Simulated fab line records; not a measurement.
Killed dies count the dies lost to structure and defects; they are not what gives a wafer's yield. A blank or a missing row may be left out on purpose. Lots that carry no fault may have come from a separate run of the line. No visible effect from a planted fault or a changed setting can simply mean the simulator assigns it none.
fab line records || flow gf180mcu
record: {"lots": 14, "wafers": 42, "last_day": 36}
route steps=602 shown M5@534 V5@541
lots untouched by any fault: they come from a run of this same line in which no faults occurred
start_h: hours from the record's first day to the start of the lot's first wafer shown || wait_h: time in hours since the lot's previous step || " repeats the value in the row above || L1.1+2: one row covering several wafers at once || - no value, or no start given || * or withheld: withheld || < > ~ a bound
route shown NAME@n: a module of which the file shows steps, and the number in the route of the first || usual: average and standard deviation across the fault-free wafers || same: alike in all rows || chamber/n: place in a boat || sites: each site's reading || _std_site: their standard deviation || _edge_site: inner sites' mean taken away from outer sites' mean || radius_mm: how far each site lies from the wafer's centre || mask NAME#n: copy n || behind: the last tool/chamber to shape the wafer || hold: why the lot was held/for how many hours/how that ended || device: which transistor (n, p or np) failed to switch || end of line: at the end of the route, the tests of the same wafers || a step given without rows: its recipe and nothing more || killed: count of dies lost to structure and defects at first sort (not the wafer's yield) || map: the dies of a wafer, with x for killed, . for not killed, _ for no die there
set.NAME: setting as actually run; set.NAME@STEP: the setting as run at that earlier step || model.NAME: the simulator's own value behind a step, which no gauge read
a sample of lots followed through the steps of the route, with each step as a table and each wafer as a row
== steps ==
step: GF_M5_OVL_MEAS_08
usual: {"M5_OVL": "-3/5.5"}
{"lot.wafer": "L345.1", "tool": "overlay-02", "chamber": "-", "start_h": 659.93, "wait_h": 0.1, "M5_OVL[nm]": -14}
{"lot.wafer": "L345.3", "tool": "overlay-02", "chamber": "-", "start_h": 659.93, "wait_h": 0.1, "M5_OVL[nm]": -13}
{"lot.wafer": "L345.4", "tool": "overlay-02", "chamber": "-", "start_h": 659.93, "wait_h": 0.1, "M5_OVL[nm]": -15}
{"lot.wafer": "L346.1", "tool": "overlay-02", "chamber": "-", "start_h": 671.97, "wait_h": 0.1, "M5_OVL[nm]": -10}
{"lot.wafer": "L346.2", "tool": "overlay-02", "chamber": "-", "start_h": 671.97, "wait_h": 0.1, "M5_OVL[nm]": -5}
{"lot.wafer": "L346.3", "tool": "overlay-02", "chamber": "-", "start_h": 671.97, "wait_h": 0.1, "M5_OVL[nm]": 0}
{"lot.wafer": "L347.1", "tool": "overlay-02", "chamber": "-", "start_h": 673.63, "wait_h": 0.1, "M5_OVL[nm]": -20}
{"lot.wafer": "L347.2", "tool": "overlay-02", "chamber": "-", "start_h": 673.63, "wait_h": 0.1, "M5_OVL[nm]": -13}
{"lot.wafer": "L347.5", "tool": "overlay-02", "chamber": "-", "start_h": 673.63, "wait_h": 0.1, "M5_OVL[nm]": -12}
{"lot.wafer": "L348.2", "tool": "overlay-01", "chamber": "-", "start_h": 686.13, "wait_h": 0.1, "M5_OVL[nm]": 1}
{"lot.wafer": "L348.4", "tool": "overlay-01", "chamber": "-", "start_h": 686.13, "wait_h": 0.1, "M5_OVL[nm]": -4}
{"lot.wafer": "L348.5", "tool": "overlay-01", "chamber": "-", "start_h": 686.13, "wait_h": 0.1, "M5_OVL[nm]": 0}
{"lot.wafer": "L349.2", "tool": "overlay-02", "chamber": "-", "start_h": 695.88, "wait_h": 0.1, "M5_OVL[nm]": -2}
{"lot.wafer": "L349.3", "tool": "overlay-02", "chamber": "-", "start_h": 695.88, "wait_h": 0.1, "M5_OVL[nm]": -4}
{"lot.wafer": "L349.6", "tool": "overlay-02", "chamber": "-", "start_h": 695.88, "wait_h": 0.1, "M5_OVL[nm]": -8}
{"lot.wafer": "L350.2", "tool": "overlay-01", "chamber": "-", "start_h": 705.27, "wait_h": 0.1, "M5_OVL[nm]": 6}
{"lot.wafer": "L350.4", "tool": "overlay-01", "chamber": "-", "start_h": 705.27, "wait_h": 0.1, "M5_OVL[nm]": -1}
{"lot.wafer": "L350.6", "tool": "overlay-01", "chamber": "-", "start_h": 705.27, "wait_h": 0.1, "M5_OVL[nm]": 4}
{"lot.wafer": "L354.2", "tool": "overlay-02", "chamber": "-", "start_h": 721.83, "wait_h": 0.1, "M5_OVL[nm]": 0}
{"lot.wafer": "L354.5", "tool": "overlay-02", "chamber": "-", "start_h": 721.83, "wait_h": 0.1, "M5_OVL[nm]": -5}
{"lot.wafer": "L354.6", "tool": "overlay-02", "chamber": "-", "start_h": 721.83, "wait_h": 0.1, "M5_OVL[nm]": -3}
{"lot.wafer": "L355.1", "tool": "overlay-01", "chamber": "-", "start_h": 729.58, "wait_h": 0.1, "M5_OVL[nm]": 0}
{"lot.wafer": "L355.4", "tool": "overlay-01", "chamber": "-", "start_h": 729.58, "wait_h": 0.1, "M5_OVL[nm]": 4}
{"lot.wafer": "L355.5", "tool": "overlay-01", "chamber": "-", "start_h": 729.58, "wait_h": 0.1, "M5_OVL[nm]": -4}
{"lot.wafer": "L357.2", "tool": "overlay-02", "chamber": "-", "start_h": 743.52, "wait_h": 0.1, "M5_OVL[nm]": -3}
{"lot.wafer": "L357.3", "tool": "overlay-02", "chamber": "-", "start_h": 743.52, "wait_h": 0.1, "M5_OVL[nm]": -8}
{"lot.wafer": "L357.6", "tool": "overlay-02", "chamber": "-", "start_h": 743.52, "wait_h": 0.1, "M5_OVL[nm]": -2}
{"lot.wafer": "L358.2", "tool": "overlay-02", "chamber": "-", "start_h": 748.87, "wait_h": 0.1, "M5_OVL[nm]": -2}
{"lot.wafer": "L358.3", "tool": "overlay-02", "chamber": "-", "start_h": 748.87, "wait_h": 0.1, "M5_OVL[nm]": -9}
{"lot.wafer": "L358.4", "tool": "overlay-02", "chamber": "-", "start_h": 748.87, "wait_h": 0.1, "M5_OVL[nm]": -1}
{"lot.wafer": "L365.2", "tool": "overlay-01", "chamber": "-", "start_h": 786.17, "wait_h": 0.1, "M5_OVL[nm]": -5}
{"lot.wafer": "L365.4", "tool": "overlay-01", "chamber": "-", "start_h": 786.17, "wait_h": 0.1, "M5_OVL[nm]": -7}
{"lot.wafer": "L365.6", "tool": "overlay-01", "chamber": "-", "start_h": 786.17, "wait_h": 0.1, "M5_OVL[nm]": -11}
{"lot.wafer": "L368.3", "tool": "overlay-02", "chamber": "-", "start_h": 798.63, "wait_h": 0.1, "M5_OVL[nm]": -9}
{"lot.wafer": "L368.4", "tool": "overlay-02", "chamber": "-", "start_h": 798.63, "wait_h": 0.1, "M5_OVL[nm]": 0}
{"lot.wafer": "L368.6", "tool": "overlay-02", "chamber": "-", "start_h": 798.63, "wait_h": 0.1, "M5_OVL[nm]": -5}
{"lot.wafer": "L367.4", "tool": "overlay-01", "chamber": "-", "start_h": 801.69, "wait_h": 0.1, "M5_OVL[nm]": 4}
{"lot.wafer": "L367.5", "tool": "overlay-01", "chamber": "-", "start_h": 801.69, "wait_h": 0.1, "M5_OVL[nm]": 1}
{"lot.wafer": "L367.6", "tool": "overlay-01", "chamber": "-", "start_h": 801.69, "wait_h": 0.1, "M5_OVL[nm]": -5}
{"lot.wafer": "L362.1", "tool": "overlay-01", "chamber": "-", "start_h": 802.97, "wait_h": 0.1, "M5_OVL[nm]": -15}
{"lot.wafer": "L362.2", "tool": "overlay-01", "chamber": "-", "start_h": 802.97, "wait_h": 0.1, "M5_OVL[nm]": -7}
{"lot.wafer": "L362.6", "tool": "overlay-01", "chamber": "-", "start_h": 802.97, "wait_h": 0.1, "M5_OVL[nm]": -7}
step: GF_V5_THK_MEAS_01
recipe: {"reads": "SiO2_of_V5_CVD_00"}
usual: {"V5_CVD_00_THK": "298/3.5"}
{"lot.wafer": "L345.1", "tool": "film_metro-03", "chamber": "-", "start_h": 660.68, "wait_h": 0.0, "V5_CVD_00_THK[nm]": 300}
{"lot.wafer": "L345.3", "tool": "film_metro-03", "chamber": "-", "start_h": 660.68, "wait_h": 0.0, "V5_CVD_00_THK[nm]": 297}
{"lot.wafer": "L345.4", "tool": "film_metro-03", "chamber": "-", "start_h": 660.68, "wait_h": 0.0, "V5_CVD_00_THK[nm]": 296}
{"lot.wafer": "L346.1", "tool": "film_metro-02", "chamber": "-", "start_h": 672.72, "wait_h": 0.0, "V5_CVD_00_THK[nm]": 306}
{"lot.wafer": "L346.2", "tool": "film_metro-02", "chamber": "-", "start_h": 672.72, "wait_h": 0.0, "V5_CVD_00_THK[nm]": 300}
{"lot.wafer": "L346.3", "tool": "film_metro-02", "chamber": "-", "start_h": 672.72, "wait_h": 0.0, "V5_CVD_00_THK[nm]": 300}
{"lot.wafer": "L347.1", "tool": "film_metro-02", "chamber": "-", "start_h": 674.38, "wait_h": 0.0, "V5_CVD_00_THK[nm]": 294}
{"lot.wafer": "L347.2", "tool": "film_metro-02", "chamber": "-", "start_h": 674.38, "wait_h": 0.0, "V5_CVD_00_THK[nm]": 301}
{"lot.wafer": "L347.5", "tool": "film_metro-02", "chamber": "-", "start_h": 674.38, "wait_h": 0.0, "V5_CVD_00_THK[nm]": 299}
{"lot.wafer": "L348.2", "tool": "film_metro-03", "chamber": "-", "start_h": 686.90, "wait_h": 0.0, "V5_CVD_00_THK[nm]": 298}
{"lot.wafer": "L348.4", "tool": "film_metro-03", "chamber": "-", "start_h": 686.90, "wait_h": 0.0, "V5_CVD_00_THK[nm]": 296}
{"lot.wafer": "L348.5", "tool": "film_metro-03", "chamber": "-", "start_h": 686.90, "wait_h": 0.0, "V5_CVD_00_THK[nm]": 294}
{"lot.wafer": "L349.2", "tool": "film_metro-02", "chamber": "-", "start_h": 696.63, "wait_h": 0.0, "V5_CVD_00_THK[nm]": 291}
{"lot.wafer": "L349.3", "tool": "film_metro-02", "chamber": "-", "start_h": 696.63, "wait_h": 0.0, "V5_CVD_00_THK[nm]": 301}
{"lot.wafer": "L349.6", "tool": "film_metro-02", "chamber": "-", "start_h": 696.63, "wait_h": 0.0, "V5_CVD_00_THK[nm]": 297}
{"lot.wafer": "L350.2", "tool": "film_metro-02", "chamber": "-", "start_h": 706.03, "wait_h": 0.0, "V5_CVD_00_THK[nm]": 296}
{"lot.wafer": "L350.4", "tool": "film_metro-02", "chamber": "-", "start_h": 706.03, "wait_h": 0.0, "V5_CVD_00_THK[nm]": 298}
{"lot.wafer": "L350.6", "tool": "film_metro-02", "chamber": "-", "start_h": 706.03, "wait_h": 0.0, "V5_CVD_00_THK[nm]": 297}
{"lot.wafer": "L354.2", "tool": "film_metro-02", "chamber": "-", "start_h": 722.59, "wait_h": 0.0, "V5_CVD_00_THK[nm]": 297}
{"lot.wafer": "L354.5", "tool": "film_metro-02", "chamber": "-", "start_h": 722.59, "wait_h": 0.0, "V5_CVD_00_THK[nm]": 294}
{"lot.wafer": "L354.6", "tool": "film_metro-02", "chamber": "-", "start_h": 722.59, "wait_h": 0.0, "V5_CVD_00_THK[nm]": 297}
{"lot.wafer": "L355.1", "tool": "film_metro-01", "chamber": "-", "start_h": 730.33, "wait_h": 0.0, "V5_CVD_00_THK[nm]": 296}
{"lot.wafer": "L355.4", "tool": "film_metro-01", "chamber": "-", "start_h": 730.33, "wait_h": 0.0, "V5_CVD_00_THK[nm]": 299}
{"lot.wafer": "L355.5", "tool": "film_metro-01", "chamber": "-", "start_h": 730.33, "wait_h": 0.0, "V5_CVD_00_THK[nm]": 300}
{"lot.wafer": "L357.2", "tool": "film_metro-03", "chamber": "-", "start_h": 744.28, "wait_h": 0.0, "V5_CVD_00_THK[nm]": 297}
{"lot.wafer": "L357.3", "tool": "film_metro-03", "chamber": "-", "start_h": 744.28, "wait_h": 0.0, "V5_CVD_00_THK[nm]": 300}
{"lot.wafer": "L357.6", "tool": "film_metro-03", "chamber": "-", "start_h": 744.28, "wait_h": 0.0, "V5_CVD_00_THK[nm]": 297}
{"lot.wafer": "L358.2", "tool": "film_metro-01", "chamber": "-", "start_h": 749.63, "wait_h": 0.0, "V5_CVD_00_THK[nm]": 292}
{"lot.wafer": "L358.3", "tool": "film_metro-01", "chamber": "-", "start_h": 749.63, "wait_h": 0.0, "V5_CVD_00_THK[nm]": 297}
{"lot.wafer": "L358.4", "tool": "film_metro-01", "chamber": "-", "start_h": 749.63, "wait_h": 0.0, "V5_CVD_00_THK[nm]": 296}
{"lot.wafer": "L365.2", "tool": "film_metro-03", "chamber": "-", "start_h": 787.05, "wait_h": 0.0, "V5_CVD_00_THK[nm]": 294}
{"lot.wafer": "L365.4", "tool": "film_metro-03", "chamber": "-", "start_h": 787.05, "wait_h": 0.0, "V5_CVD_00_THK[nm]": 297}
{"lot.wafer": "L365.6", "tool": "film_metro-03", "chamber": "-", "start_h": 787.05, "wait_h": 0.0, "V5_CVD_00_THK[nm]": 306}
{"lot.wafer": "L368.3", "tool": "film_metro-01", "chamber": "-", "start_h": 799.43, "wait_h": 0.0, "V5_CVD_00_THK[nm]": 295}
{"lot.wafer": "L368.4", "tool": "film_metro-01", "chamber": "-", "start_h": 799.43, "wait_h": 0.0, "V5_CVD_00_THK[nm]": 305}
{"lot.wafer": "L368.6", "tool": "film_metro-01", "chamber": "-", "start_h": 799.43, "wait_h": 0.0, "V5_CVD_00_THK[nm]": 298}
{"lot.wafer": "L367.4", "tool": "film_metro-01", "chamber": "-", "start_h": 802.49, "wait_h": 0.0, "V5_CVD_00_THK[nm]": 303}
{"lot.wafer": "L367.5", "tool": "film_metro-01", "chamber": "-", "start_h": 802.49, "wait_h": 0.0, "V5_CVD_00_THK[nm]": 306}
{"lot.wafer": "L367.6", "tool": "film_metro-01", "chamber": "-", "start_h": 802.49, "wait_h": 0.0, "V5_CVD_00_THK[nm]": 296}
{"lot.wafer": "L362.1", "tool": "film_metro-01", "chamber": "-", "start_h": 804.23, "wait_h": 0.0, "V5_CVD_00_THK[nm]": 301}
{"lot.wafer": "L362.2", "tool": "film_metro-01", "chamber": "-", "start_h": 804.23, "wait_h": 0.0, "V5_CVD_00_THK[nm]": 297}
{"lot.wafer": "L362.6", "tool": "film_metro-01", "chamber": "-", "start_h": 804.23, "wait_h": 0.0, "V5_CVD_00_THK[nm]": 300}
step: GF_V5_BOW_MEAS_05
recipe: {"mode": "bow"}
usual: {"V5_BOW": "135/9.4"}
{"lot.wafer": "L345.1", "tool": "film_metro-01", "chamber": "-", "start_h": 661.20, "wait_h": 0.1, "V5_BOW[um]": 149}
{"lot.wafer": "L345.3", "tool": "film_metro-01", "chamber": "-", "start_h": 661.20, "wait_h": 0.1, "V5_BOW[um]": 136}
{"lot.wafer": "L345.4", "tool": "film_metro-01", "chamber": "-", "start_h": 661.20, "wait_h": 0.1, "V5_BOW[um]": 118}
{"lot.wafer": "L346.1", "tool": "film_metro-01", "chamber": "-", "start_h": 673.25, "wait_h": 0.1, "V5_BOW[um]": 140}
{"lot.wafer": "L346.2", "tool": "film_metro-01", "chamber": "-", "start_h": 673.25, "wait_h": 0.1, "V5_BOW[um]": 150}
{"lot.wafer": "L346.3", "tool": "film_metro-01", "chamber": "-", "start_h": 673.25, "wait_h": 0.1, "V5_BOW[um]": 141}
{"lot.wafer": "L347.1", "tool": "film_metro-01", "chamber": "-", "start_h": 674.90, "wait_h": 0.2, "V5_BOW[um]": 133}
{"lot.wafer": "L347.2", "tool": "film_metro-01", "chamber": "-", "start_h": 674.90, "wait_h": 0.2, "V5_BOW[um]": 125}
{"lot.wafer": "L347.5", "tool": "film_metro-01", "chamber": "-", "start_h": 674.90, "wait_h": 0.2, "V5_BOW[um]": 136}
{"lot.wafer": "L348.2", "tool": "film_metro-02", "chamber": "-", "start_h": 687.43, "wait_h": 0.2, "V5_BOW[um]": 136}
{"lot.wafer": "L348.4", "tool": "film_metro-02", "chamber": "-", "start_h": 687.43, "wait_h": 0.2, "V5_BOW[um]": 137}
{"lot.wafer": "L348.5", "tool": "film_metro-02", "chamber": "-", "start_h": 687.43, "wait_h": 0.2, "V5_BOW[um]": 127}
{"lot.wafer": "L349.2", "tool": "film_metro-03", "chamber": "-", "start_h": 697.17, "wait_h": 0.2, "V5_BOW[um]": 141}
{"lot.wafer": "L349.3", "tool": "film_metro-03", "chamber": "-", "start_h": 697.17, "wait_h": 0.2, "V5_BOW[um]": 144}
{"lot.wafer": "L349.6", "tool": "film_metro-03", "chamber": "-", "start_h": 697.17, "wait_h": 0.2, "V5_BOW[um]": 132}
{"lot.wafer": "L350.2", "tool": "film_metro-03", "chamber": "-", "start_h": 706.79, "wait_h": 0.2, "V5_BOW[um]": 139}
{"lot.wafer": "L350.4", "tool": "film_metro-03", "chamber": "-", "start_h": 706.79, "wait_h": 0.2, "V5_BOW[um]": 135}
{"lot.wafer": "L350.6", "tool": "film_metro-03", "chamber": "-", "start_h": 706.79, "wait_h": 0.2, "V5_BOW[um]": 132}
{"lot.wafer": "L354.2", "tool": "film_metro-01", "chamber": "-", "start_h": 723.13, "wait_h": 0.3, "V5_BOW[um]": 128}
{"lot.wafer": "L354.5", "tool": "film_metro-01", "chamber": "-", "start_h": 723.13, "wait_h": 0.3, "V5_BOW[um]": 124}
{"lot.wafer": "L354.6", "tool": "film_metro-01", "chamber": "-", "start_h": 723.13, "wait_h": 0.3, "V5_BOW[um]": 121}
{"lot.wafer": "L355.1", "tool": "film_metro-03", "chamber": "-", "start_h": 730.91, "wait_h": 0.1, "V5_BOW[um]": 145}
{"lot.wafer": "L355.4", "tool": "film_metro-03", "chamber": "-", "start_h": 730.91, "wait_h": 0.1, "V5_BOW[um]": 130}
{"lot.wafer": "L355.5", "tool": "film_metro-03", "chamber": "-", "start_h": 730.91, "wait_h": 0.1, "V5_BOW[um]": 141}
{"lot.wafer": "L357.2", "tool": "film_metro-02", "chamber": "-", "start_h": 745.00, "wait_h": 0.2, "V5_BOW[um]": 127}
{"lot.wafer": "L357.3", "tool": "film_metro-02", "chamber": "-", "start_h": 745.00, "wait_h": 0.2, "V5_BOW[um]": 130}
{"lot.wafer": "L357.6", "tool": "film_metro-02", "chamber": "-", "start_h": 745.00, "wait_h": 0.2, "V5_BOW[um]": 118}
{"lot.wafer": "L358.2", "tool": "film_metro-01", "chamber": "-", "start_h": 750.24, "wait_h": 0.2, "V5_BOW[um]": 140}
{"lot.wafer": "L358.3", "tool": "film_metro-01", "chamber": "-", "start_h": 750.24, "wait_h": 0.2, "V5_BOW[um]": 142}
{"lot.wafer": "L358.4", "tool": "film_metro-01", "chamber": "-", "start_h": 750.24, "wait_h": 0.2, "V5_BOW[um]": 143}
{"lot.wafer": "L365.2", "tool": "film_metro-02", "chamber": "-", "start_h": 787.86, "wait_h": 0.2, "V5_BOW[um]": 133}
{"lot.wafer": "L365.4", "tool": "film_metro-02", "chamber": "-", "start_h": 787.86, "wait_h": 0.2, "V5_BOW[um]": 147}
{"lot.wafer": "L365.6", "tool": "film_metro-02", "chamber": "-", "start_h": 787.86, "wait_h": 0.2, "V5_BOW[um]": 131}
{"lot.wafer": "L368.3", "tool": "film_metro-02", "chamber": "-", "start_h": 800.62, "wait_h": 0.2, "V5_BOW[um]": 138}
{"lot.wafer": "L368.4", "tool": "film_metro-02", "chamber": "-", "start_h": 800.62, "wait_h": 0.2, "V5_BOW[um]": 136}
{"lot.wafer": "L368.6", "tool": "film_metro-02", "chamber": "-", "start_h": 800.62, "wait_h": 0.2, "V5_BOW[um]": 146}
{"lot.wafer": "L367.4", "tool": "film_metro-02", "chamber": "-", "start_h": 803.04, "wait_h": 0.3, "V5_BOW[um]": 121}
{"lot.wafer": "L367.5", "tool": "film_metro-02", "chamber": "-", "start_h": 803.04, "wait_h": 0.3, "V5_BOW[um]": 132}
{"lot.wafer": "L367.6", "tool": "film_metro-02", "chamber": "-", "start_h": 803.04, "wait_h": 0.3, "V5_BOW[um]": 136}
{"lot.wafer": "L362.1", "tool": "film_metro-03", "chamber": "-", "start_h": 804.76, "wait_h": 0.2, "V5_BOW[um]": 156}
{"lot.wafer": "L362.2", "tool": "film_metro-03", "chamber": "-", "start_h": 804.76, "wait_h": 0.2, "V5_BOW[um]": 142}
{"lot.wafer": "L362.6", "tool": "film_metro-03", "chamber": "-", "start_h": 804.76, "wait_h": 0.2, "V5_BOW[um]": 151}
step: GF_V5_DEVELOP_13
recipe: {"develop_time_s": 60, "resist": "KrF", "dev_temp_c": 21}
usual: {"chill_plate_temp_C": "22.98/0.098", "develop_time_s": "60/0", "developer_temp_C": "21.01/0.11"}
{"lot.wafer": "L345.1", "tool": "litho_track-03", "chamber": 0, "start_h": 682.11, "wait_h": 0.2, "chill_plate_temp_C": 23.08, "develop_time_s": 60, "developer_temp_C": 21.08}
{"lot.wafer": "L345.3", "tool": "litho_track-03", "chamber": 0, "start_h": 682.11, "wait_h": 0.2, "chill_plate_temp_C": 23.08, "develop_time_s": 60, "developer_temp_C": 20.95}
{"lot.wafer": "L345.4", "tool": "litho_track-03", "chamber": 0, "start_h": 682.11, "wait_h": 0.2, "chill_plate_temp_C": 22.88, "develop_time_s": 60, "developer_temp_C": 20.93}
{"lot.wafer": "L346.1", "tool": "litho_track-02", "chamber": 0, "start_h": 693.25, "wait_h": 0.2, "chill_plate_temp_C": 23.12, "develop_time_s": 60, "developer_temp_C": 21.05}
{"lot.wafer": "L346.2", "tool": "litho_track-02", "chamber": 0, "start_h": 693.25, "wait_h": 0.2, "chill_plate_temp_C": 22.96, "develop_time_s": 60, "developer_temp_C": 21.13}
{"lot.wafer": "L346.3", "tool": "litho_track-02", "chamber": 0, "start_h": 693.25, "wait_h": 0.2, "chill_plate_temp_C": 23.02, "develop_time_s": 60, "developer_temp_C": 21.07}
{"lot.wafer": "L347.1", "tool": "litho_track-04", "chamber": 0, "start_h": 695.37, "wait_h": 0.2, "chill_plate_temp_C": 23.02, "develop_time_s": 60, "developer_temp_C": 21.19}
{"lot.wafer": "L347.2", "tool": "litho_track-04", "chamber": 0, "start_h": 695.37, "wait_h": 0.2, "chill_plate_temp_C": 22.86, "develop_time_s": 60, "developer_temp_C": 21.11}
{"lot.wafer": "L347.5", "tool": "litho_track-04", "chamber": 0, "start_h": 695.37, "wait_h": 0.2, "chill_plate_temp_C": 22.96, "develop_time_s": 60, "developer_temp_C": 21.08}
{"lot.wafer": "L348.2", "tool": "litho_track-03", "chamber": 0, "start_h": 707.33, "wait_h": 0.2, "chill_plate_temp_C": 23.01, "develop_time_s": 60, "developer_temp_C": 21.13}
{"lot.wafer": "L348.4", "tool": "litho_track-03", "chamber": 0, "start_h": 707.33, "wait_h": 0.2, "chill_plate_temp_C": 22.96, "develop_time_s": 60, "developer_temp_C": 21.03}
{"lot.wafer": "L348.5", "tool": "litho_track-03", "chamber": 0, "start_h": 707.33, "wait_h": 0.2, "chill_plate_temp_C": 23.06, "develop_time_s": 60, "developer_temp_C": 21.16}
{"lot.wafer": "L349.2", "tool": "litho_track-03", "chamber": 0, "start_h": 716.83, "wait_h": 0.2, "chill_plate_temp_C": 23.11, "develop_time_s": 60, "developer_temp_C": 21.01}
{"lot.wafer": "L349.3", "tool": "litho_track-03", "chamber": 0, "start_h": 716.83, "wait_h": 0.2, "chill_plate_temp_C": 23.06, "develop_time_s": 60, "developer_temp_C": 20.88}
{"lot.wafer": "L349.6", "tool": "litho_track-03", "chamber": 0, "start_h": 716.83, "wait_h": 0.2, "chill_plate_temp_C": 23.04, "develop_time_s": 60, "developer_temp_C": 21.01}
{"lot.wafer": "L350.2", "tool": "litho_track-03", "chamber": 0, "start_h": 725.33, "wait_h": 0.2, "chill_plate_temp_C": 22.96, "develop_time_s": 60, "developer_temp_C": 20.98}
{"lot.wafer": "L350.4", "tool": "litho_track-03", "chamber": 0, "start_h": 725.33, "wait_h": 0.2, "chill_plate_temp_C": 23.05, "develop_time_s": 60, "developer_temp_C": 20.94}
{"lot.wafer": "L350.6", "tool": "litho_track-03", "chamber": 0, "start_h": 725.33, "wait_h": 0.2, "chill_plate_temp_C": 23.11, "develop_time_s": 60, "developer_temp_C": 20.93}
{"lot.wafer": "L354.2", "tool": "litho_track-02", "chamber": "-", "start_h": 742.27, "wait_h": 0.2, "chill_plate_temp_C": "-", "develop_time_s": "-", "developer_temp_C": "-"}
{"lot.wafer": "L354.5", "tool": "litho_track-02", "chamber": "-", "start_h": 742.27, "wait_h": 0.2, "chill_plate_temp_C": "-", "develop_time_s": "-", "developer_temp_C": "-"}
{"lot.wafer": "L354.6", "tool": "litho_track-02", "chamber": "-", "start_h": 742.27, "wait_h": 0.2, "chill_plate_temp_C": "-", "develop_time_s": "-", "developer_temp_C": "-"}
{"lot.wafer": "L355.1", "tool": "litho_track-03", "chamber": "-", "start_h": 749.51, "wait_h": 0.2, "chill_plate_temp_C": "-", "develop_time_s": "-", "developer_temp_C": "-"}
{"lot.wafer": "L355.4", "tool": "litho_track-03", "chamber": "-", "start_h": 749.51, "wait_h": 0.2, "chill_plate_temp_C": "-", "develop_time_s": "-", "developer_temp_C": "-"}
{"lot.wafer": "L355.5", "tool": "litho_track-03", "chamber": "-", "start_h": 749.51, "wait_h": 0.2, "chill_plate_temp_C": "-", "develop_time_s": "-", "developer_temp_C": "-"}
{"lot.wafer": "L357.2", "tool": "litho_track-03", "chamber": 0, "start_h": 763.33, "wait_h": 0.2, "chill_plate_temp_C": 22.93, "develop_time_s": 60, "developer_temp_C": 20.86}
{"lot.wafer": "L357.3", "tool": "litho_track-03", "chamber": 0, "start_h": 763.33, "wait_h": 0.2, "chill_plate_temp_C": 23.04, "develop_time_s": 60, "developer_temp_C": 21.05}
{"lot.wafer": "L357.6", "tool": "litho_track-03", "chamber": 0, "start_h": 763.33, "wait_h": 0.2, "chill_plate_temp_C": 23.11, "develop_time_s": 60, "developer_temp_C": 21.04}
{"lot.wafer": "L358.2", "tool": "litho_track-02", "chamber": 0, "start_h": 768.47, "wait_h": 0.2, "chill_plate_temp_C": 23.06, "develop_time_s": 60, "developer_temp_C": 20.98}
{"lot.wafer": "L358.3", "tool": "litho_track-02", "chamber": 0, "start_h": 768.47, "wait_h": 0.2, "chill_plate_temp_C": 22.80, "develop_time_s": 60, "developer_temp_C": 20.99}
{"lot.wafer": "L358.4", "tool": "litho_track-02", "chamber": 0, "start_h": 768.47, "wait_h": 0.2, "chill_plate_temp_C": 22.99, "develop_time_s": 60, "developer_temp_C": 20.99}
{"lot.wafer": "L365.2", "tool": "litho_track-02", "chamber": 0, "start_h": 804.42, "wait_h": 0.2, "chill_plate_temp_C": 22.92, "develop_time_s": 60, "developer_temp_C": 21.20}
{"lot.wafer": "L365.4", "tool": "litho_track-02", "chamber": 0, "start_h": 804.42, "wait_h": 0.2, "chill_plate_temp_C": 23.08, "develop_time_s": 60, "developer_temp_C": 20.96}
{"lot.wafer": "L365.6", "tool": "litho_track-02", "chamber": 0, "start_h": 804.42, "wait_h": 0.2, "chill_plate_temp_C": 22.88, "develop_time_s": 60, "developer_temp_C": 21.10}
{"lot.wafer": "L368.3", "tool": "litho_track-03", "chamber": 0, "start_h": 817.06, "wait_h": 0.1, "chill_plate_temp_C": 22.95, "develop_time_s": 60, "developer_temp_C": 21.07}
{"lot.wafer": "L368.4", "tool": "litho_track-03", "chamber": 0, "start_h": 817.06, "wait_h": 0.1, "chill_plate_temp_C": 23.08, "develop_time_s": 60, "developer_temp_C": 21.21}
{"lot.wafer": "L368.6", "tool": "litho_track-03", "chamber": 0, "start_h": 817.06, "wait_h": 0.1, "chill_plate_temp_C": 23.03, "develop_time_s": 60, "developer_temp_C": 21.08}
{"lot.wafer": "L367.4", "tool": "litho_track-04", "chamber": 0, "start_h": 818.99, "wait_h": 0.1, "chill_plate_temp_C": 22.94, "develop_time_s": 60, "developer_temp_C": 20.86}
{"lot.wafer": "L367.5", "tool": "litho_track-04", "chamber": 0, "start_h": 818.99, "wait_h": 0.1, "chill_plate_temp_C": 22.93, "develop_time_s": 60, "developer_temp_C": 20.78}
{"lot.wafer": "L367.6", "tool": "litho_track-04", "chamber": 0, "start_h": 818.99, "wait_h": 0.1, "chill_plate_temp_C": 22.81, "develop_time_s": 60, "developer_temp_C": 20.98}
{"lot.wafer": "L362.1", "tool": "litho_track-03", "chamber": 0, "start_h": 820.21, "wait_h": 0.2, "chill_plate_temp_C": 22.97, "develop_time_s": 60, "developer_temp_C": 20.93}
{"lot.wafer": "L362.2", "tool": "litho_track-03", "chamber": 0, "start_h": 820.21, "wait_h": 0.2, "chill_plate_temp_C": 23.07, "develop_time_s": 60, "developer_temp_C": 21.07}
{"lot.wafer": "L362.6", "tool": "litho_track-03", "chamber": 0, "start_h": 820.21, "wait_h": 0.2, "chill_plate_temp_C": 23.11, "develop_time_s": 60, "developer_temp_C": 20.89}
== key ==
first_sign: {"step": "GF_V5_DEVELOP_13", "reading": "tool_record", "direction": "missing"}
effect none on later readings
met_at GF_V5_DEVELOP_13
struck_lots L354,L355
later_rows_left_out L354.2,L354.5,L354.6,L355.1,L355.4,L355.5
sort_left_out L354.2,L354.5,L354.6,L355.1,L355.4,L355.5
not_acting_at GF_M5_OVL_MEAS_08,GF_V5_THK_MEAS_01,GF_V5_BOW_MEAS_05
onset_between 725.33 742.27
fault: {"kind": "skipped_step_whole", "tool": "litho_track-02,litho_track-03", "chamber": "-", "onset_h": 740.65, "steps": "GF_V5_DEVELOP_13", "scope": "struck_lots_only"}
sort_left_out: the simulated sort isn't trusted on such a fault, so these wafers' sort isn't shown, and their yield isn't known
later_rows_left_out: the simulator's readings of these wafers behind a module that went badly wrong aren't trusted and aren't shown, but for the sort
